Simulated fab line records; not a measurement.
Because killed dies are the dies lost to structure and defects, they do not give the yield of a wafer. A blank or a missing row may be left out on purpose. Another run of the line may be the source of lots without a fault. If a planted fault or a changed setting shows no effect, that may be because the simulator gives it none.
Which tool is to blame?    flow gf180mcu    36 wafers from 12 lots sampled at 3 of the route's 602 steps

WHAT THE GAUGES SHOWED, per wafer
GF_MVSD_TW_MEAS_11. Usual: MVSD_TW gives 1568 (standard deviation 11).
lot   measured     on             MVSD_TW         flag
L940  day 4 11:43  film-metro-01  1584 1578 1579  
L941  day 4 17:55  film-metro-03  1559 1564 1562  
L942  day 4 22:30  film-metro-04  1576 1574 1565  
L943  day 5 05:23  film-metro-04  1572 1565 1563  
L944  day 5 11:13  film-metro-03  1555 1546 1539  
L945  day 5 15:39  film-metro-01  1563 1571 1556  
L946  day 5 21:03  film-metro-03  1543 1552 1551  
L954  day 7 18:35  film-metro-03  1552 1560 1559  
L955  day 7 23:35  film-metro-01  1590 1591 1596  
L959  day 9 00:31  film-metro-03  1569 1573 1560  
L961  day 9 10:38  film-metro-01  1574 1574 1583  
L963  day 9 23:19  film-metro-04  1567 1576 1577  

GF_DUAL_GATE_THK_MEAS_03. Usual: DUAL_GATE_OXIDATION_00_THK gives 10.97 nm (standard deviation 0.21).
lot   measured      on             DUAL_GATE_OXIDATION_00_THK (nm)  flag
L940  day 7 17:52   film-metro-03  10.89 10.76 10.95                
L941  day 7 23:04   film-metro-03  10.65 10.59 10.41                
L942  day 8 05:23   film-metro-01  11.01 11.07 11.04                
L943  day 8 12:40   film-metro-02  10.68 10.86 10.70                
L944  day 8 19:59   film-metro-02  10.68 10.86 10.89                
L945  day 9 02:22   film-metro-02  11.35 11.18 11.25                
L946  day 9 06:19   film-metro-01  10.95 11.06 11.11                
L954  day 11 13:31  film-metro-02  8.75 8.52 8.43                   OFF
L955  day 11 18:51  film-metro-01  8.95 8.87 8.98                   OFF
L959  day 13 00:54  film-metro-02  11.01 11.03 10.87                
L961  day 13 12:09  film-metro-02  11.31 10.98 11.03                
L963  day 14 01:25  film-metro-03  10.85 10.87 10.85                

EACH LOT AND THE TOOL THAT RAN IT (in order: tool; ch and the chambers of the sampled wafers; start)
lot   GF_DUAL_GATE_OXIDATION_02
L940  furnace-02 ch 0, day 7 16:25
L941  furnace-01 ch 0, day 7 21:37
L942  furnace-01 ch 0, day 8 03:56
L943  furnace-02 ch 0, day 8 11:13
L944  furnace-01 ch 0, day 8 18:31
L945  furnace-02 ch 0, day 9 00:55
L946  furnace-02 ch 0, day 9 04:52
L954  furnace-01 ch 0, day 11 12:04
L955  furnace-01 ch 0, day 11 17:25
L959  furnace-02 ch 0, day 12 23:25
L961  furnace-02 ch 0, day 13 10:38
L963  furnace-02 ch 0, day 13 23:58
- GF_DUAL_GATE_OXIDATION_02: stabilise 600 s, purge 300 s, target thk 10.887 nm.

WHAT THE TOOLS THEMSELVES READ (means of the sampled wafers that have a number; where no wafer has one, the mark that the record gives instead)
GF_DUAL_GATE_OXIDATION_02. Usual: spike-tc-bottom-C 920 C, standard deviation 3.7; spike-tc-centre-C 900.8 C, standard deviation 1.4; spike-tc-lower-C 899.4 C, standard deviation 1; spike-tc-top-C 911 C, standard deviation 6; spike-tc-upper-C 899.8 C, standard deviation 1; tube-center-temp-C 900.01 C, standard deviation 0.08; tube_center_temp_C_max 902.4, standard deviation 0.4; zone-power-bottom-pct 26.3 %, standard deviation 0.39; zone-power-upper-pct 16.2 %, standard deviation 0.3.
lot   tool        spike-tc-bottom-C (C)  spike-tc-centre-C (C)  spike-tc-lower-C (C)  spike-tc-top-C (C)  spike-tc-upper-C (C)  tube-center-temp-C (C)  tube_center_temp_C_max  zone-power-bottom-pct (%)  zone-power-upper-pct (%)  flag
L940  furnace-02  916                    899.8                  900.0                 917                 899.8                 900.04                  902.6                   26.7                       16.4                      
L941  furnace-01  924                    901.1                  899.9                 905                 900.4                 899.94                  902.2                   26.2                       15.9                      
L942  furnace-01  923                    900.9                  899.4                 905                 899.6                 899.94                  902.4                   26.3                       15.9                      
L943  furnace-02  917                    901.0                  900.6                 917                 899.9                 899.98                  902.2                   26.6                       16.5                      
L944  furnace-01  923                    903.1                  898.4                 905                 901.1                 900.06                  902.6                   26.0                       16.0                      
L945  furnace-02  917                    900.1                  899.0                 917                 899.2                 900.05                  902.5                   26.5                       16.4                      
L946  furnace-02  916                    899.7                  899.7                 916                 899.6                 900.01                  902.3                   26.7                       16.4                      
L954  furnace-01  903                    882.8                  878.6                 885                 880.4                 879.95                  882.5                   25.0                       15.2                      OFF
L955  furnace-01  904                    880.8                  879.8                 885                 878.7                 879.99                  882.6                   25.1                       15.2                      OFF
L959  furnace-02  917                    901.4                  900.2                 918                 899.6                 900.01                  902.6                   26.7                       16.4                      
L961  furnace-02  916                    898.8                  898.8                 917                 899.3                 899.90                  902.1                   26.7                       16.5                      
L963  furnace-02  916                    900.4                  898.5                 917                 899.8                 899.98                  902.2                   26.5                       16.3                      

THE ANSWER, worked out from the rows above alone
Rule: a lot is off if the mean of its wafers that have a number lies more than 3 standard deviations from the usual mean. A lot without any number at a reading at which 4 lots or more have one is off too. Any other lot the step has rows for is counted as sound. The gauges are gone through in route order, then the tools' own readings, and for those a lot's mean is taken as printed above. The first step at which some lot is off is used, and at that step the reading that is off furthest; a lot without a number counts as furthest.
Off: at GF_DUAL_GATE_THK_MEAS_03 (DUAL_GATE_OXIDATION_00_THK), L954, L955.
If a tool, at a process step before that reading, ran all the lots that are off and no sound lot after the first of them, it fits. Not tried: the gauges at GF_DUAL_GATE_THK_MEAS_03; whatever is off there is also off at GF_DUAL_GATE_OXIDATION_02, on other tools, and gauge error can't account for it. One candidate fits, namely furnace-01 at GF_DUAL_GATE_OXIDATION_02. A fault onset in the window from L944 (day 8 18:31, its last sound lot) to L954 (day 11 12:04, its first lot off) fits.
The tool's own readings at GF_DUAL_GATE_OXIDATION_02 bear it out: on the lots that are off they differ by more than 5 times the standard deviation of the sound lots' means. spike-tc-centre-C reads 881.8 C there against 900.6 C on the sound lots; spike-tc-lower-C reads 879.2 C there against 899.5 C on the sound lots; spike-tc-top-C reads 885 C there against 913 C on the sound lots; spike-tc-upper-C reads 879.5 C there against 899.8 C on the sound lots; tube-center-temp-C reads 879.97 C there against 899.99 C on the sound lots; tube_center_temp_C_max reads 882.5 there against 902.4 on the sound lots; zone-power-bottom-pct reads 25.1 % there against 26.5 % on the sound lots.

WHAT WAS PUT IN BY THE SIMULATOR
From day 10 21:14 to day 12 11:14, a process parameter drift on furnace-01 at GF_DUAL_GATE_OXIDATION_02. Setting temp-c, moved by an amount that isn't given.
Lots struck among those shown: L954, L955. The rule above found the same.
